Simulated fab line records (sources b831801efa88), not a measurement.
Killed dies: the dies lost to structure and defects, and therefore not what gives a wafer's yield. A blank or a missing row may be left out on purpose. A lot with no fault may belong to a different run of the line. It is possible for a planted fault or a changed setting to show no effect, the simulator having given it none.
A struck lot beside a sound one :: flow gf180mcu :: 23 steps out of a route of 602
Sound: the wafers L146.3, L146.4, L146.6. Struck: wafers L137.1, L137.2, L137.6. The cause comes at the end.
Each step with rows lists, per side, the tool, then ch with its chambers, then its first start. Under that, the readings that differ: sound wafers :: struck wafers :: difference of the means :: sigmas: that difference in standard deviations of wafers without a fault.
alike: words and numbers the same on both sides, and readings whose means are apart by under 2 such deviations; not compared: readings that were withheld, readings missing a value for some wafer, numbers with overlapping values and no deviation given by the record, and bounds like >300 which may hide the same value.
Wherever a step has rows on one side only, a row that says differs or no value, or a row with sigmas, the two part there. When numbers do not overlap yet have no deviation, they are printed without sigmas and do not part them. Lack of a reading on every wafer of one side parts them only where that side has two or more wafers.

first, 5 steps without rows for these wafers: GF_NWELL_COAT_02 (resist thk 3000 nm); GF_NWELL_SOFTBAKE_03; GF_NWELL_EXPOSE_04 (exposes mask Nwell, target cd 860 nm); GF_NWELL_PEB_05; GF_NWELL_DEVELOP_06 (develop time 60 s).
GF_NWELL_OVL_MEAS_07:
  sound: overlay-02 at day 8 05:51; struck: overlay-02 at day 6 11:07
  alike: NWELL_OVL
then, 2 steps without rows for these wafers: GF_NWELL_IMPLANT_08; GF_NWELL_IMPLANT_09.
GF_NWELL_STRIP_10: strips in O2/N2.
  sound on plasma-asher-02 ch 0,1, day 8 06:13; struck on plasma-asher-03 ch 0,1, day 6 11:27
  alike: drypump-motor-current-A, heater-power-w, oes-product-au, strip-time-to-endpoint-s
  not compared: rf-hours-counter-h
GF_NWELL_TW_MEAS_11:
  sound: film-metro-04 at day 8 06:17; struck: film-metro-03 at day 6 11:33
  alike: NWELL_TW
then, 2 steps without rows for these wafers: GF_LVPWELL_DEHYDRATE_00 (time 60 s); GF_LVPWELL_HMDS_01 (prime time 60 s).
GF_LVPWELL_COAT_02: resist thk 3000 nm.
  sound on litho-track-04 ch 0, day 8 14:20; struck on litho-track-03 ch 0, day 6 19:01
reading: spin-speed-rpm (rpm)
sound: 2000.6 1999.7 1999.9
struck: 1933.8 1933.8 1934.8
difference: -65.9
sigmas: -47

reading: model.coat_of_LVPWELL_COAT_02.thk-nm (nm)
sound: 3007 3010 3023
struck: 3043 3042 3048
difference: +31
sigmas: 
  alike: chill-plate-temp-C
then, 3 steps without rows for these wafers: GF_LVPWELL_SOFTBAKE_03; GF_LVPWELL_EXPOSE_04 (exposes mask LVPWELL, target cd 600 nm); GF_LVPWELL_PEB_05.
GF_LVPWELL_DEVELOP_06: develop time 60 s.
  sound: litho-track-03 ch 0; struck: litho-track-01 ch 0
reading: model.coat_of_LVPWELL_COAT_02.thk-nm (nm)
sound: 3006 3009 3022
struck: 3042 3041 3047
difference: +31
sigmas: 
  alike: chill-plate-temp-C
GF_LVPWELL_OVL_MEAS_07:
  sound: overlay-01 at day 8 23:14; struck: overlay-02 at day 7 02:38
  alike: LVPWELL_OVL
then, 2 steps without rows for these wafers: GF_LVPWELL_IMPLANT_08; GF_LVPWELL_IMPLANT_09.
GF_LVPWELL_STRIP_10: strips in O2/N2.
  sound on plasma-asher-04 ch 0,1, day 8 23:35; struck on plasma-asher-04 ch 0,1, day 7 02:59
reading: strip-time-to-endpoint-s (s)
sound: 37.04 37.08 37.22
struck: 37.47 37.44 37.53
difference: +0.37
sigmas: +4
  alike: drypump-motor-current-A, heater-power-w, oes-product-au
  not compared: rf-hours-counter-h
GF_LVPWELL_TW_MEAS_11:
  sound: film-metro-03 at day 8 23:40; struck: film-metro-02 at day 7 03:05
  alike: LVPWELL_TW
then, 1 step without rows for these wafers: GF_PASSIVATION_PROBE_99.

WHERE THEY PART
Earliest at GF_LVPWELL_COAT_02; latest, in this record, at GF_LVPWELL_STRIP_10. Later steps at which nothing parts them and some readings are alike: GF_LVPWELL_TW_MEAS_11.

WHY: the cause the simulator had injected
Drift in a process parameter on litho-track-03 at GF_LVPWELL_COAT_02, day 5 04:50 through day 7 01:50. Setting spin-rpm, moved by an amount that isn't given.
